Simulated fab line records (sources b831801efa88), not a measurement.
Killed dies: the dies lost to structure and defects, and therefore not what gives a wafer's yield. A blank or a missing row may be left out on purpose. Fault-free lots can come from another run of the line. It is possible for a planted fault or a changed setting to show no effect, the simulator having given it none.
One fault through the eyes of 2 desks | flow gf180mcu | only its own numbers are on each desk; what lay behind them is given at the end

THE TOOL OWNER'S DESK: pvd-sputter-04
The tool's own readings at GF_MIM_SPUTTER_08 (material AlCu, target thk 200 nm, time 10.6 s): means of the sampled wafers that have a number, for each lot that ran on this tool. Marked OUT: a lot whose mean sits more than 4 standard deviations from the usual mean, which makes it out of limits; the brackets give that distance.
Columns: A = throttle-valve-pct at GF_MIM_SPUTTER_08, usual 29.8 %
lot  | first seen here | A
L992 | day 26 00:49    | 29.4
L995 | day 27 04:25    | 29.7
L998 | day 28 01:59    | 29.8
L999 | day 28 07:23    | 29.8
Result from this desk: across the 4 lots, nothing is out of limits.

THE METROLOGY DESK
What the gauges read for every lot (on any tool): the sampled wafers with a number, averaged. Marked OUT: a lot whose mean sits more than 4 standard deviations from the usual mean, which makes it out of limits; the brackets give that distance.
Columns: A = V4_OVL at GF_V4_OVL_MEAS_15, usual 0 nm; B = V4_W_THK at GF_V4_THK_MEAS_25, usual 357 nm; C = MIM_ALCU_RS at GF_MIM_RS_MEAS_10, usual 0.1608 ohm/sq; D = MIM_ALCU_THK at GF_MIM_THK_MEAS_11, usual 195.7 nm
lot  | first seen here | A  | B   | C                | D
L990 | day 25 11:13    | 7  | 367 | 0.1626           | 193.9
L992 | day 25 23:04    | 4  | 358 | 0.1610           | 195.6
L993 | day 26 17:55    | 2  | 354 | 0.1617           | 194.9
L994 | day 26 21:25    | -1 | 357 | 0.1627           | 193.6
L995 | day 27 02:40    | 0  | 355 | 0.1624           | 193.4
L997 | day 27 18:46    | -2 | 357 | 0.1603           | 195.9
L998 | day 28 00:14    | 7  | 353 | 0.1855 (+11) OUT | 177.1 (-6.9) OUT
L999 | day 28 05:38    | -6 | 353 | 0.1860 (+11) OUT | 174.5 (-7.9) OUT
L105 | day 29 23:01    | 1  | 354 | 0.1565           | 200.7
L107 | day 30 14:04    | 4  | 362 | 0.1595           | 196.1
L109 | day 30 23:17    | 0  | 349 | 0.1620           | 194.0
This desk's result: L998, L999 out of limits, first on L998 (MIM_ALCU_RS at GF_MIM_RS_MEAS_10), day 28 02:04. In limits: L990, L992, L993, L994, L995, L997, L105, L107, L109.

PUT TOGETHER
At day 28 02:04 the metrology desk could have sounded an alarm, on L998, L999.
The tool owner's desk saw nothing out of limits.
The tool owner's desk has L998, L999 on record, within its limits.
Of the lots named, all ran GF_MIM_SPUTTER_08 on pvd-sputter-04.

WHAT THE SIMULATOR HAD PUT IN
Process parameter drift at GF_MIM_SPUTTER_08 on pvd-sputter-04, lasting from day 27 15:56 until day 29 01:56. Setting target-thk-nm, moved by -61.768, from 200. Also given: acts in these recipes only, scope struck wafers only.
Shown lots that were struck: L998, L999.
Delay in hours, fault start to first out-of-limits reading, per desk: metrology desk 10.
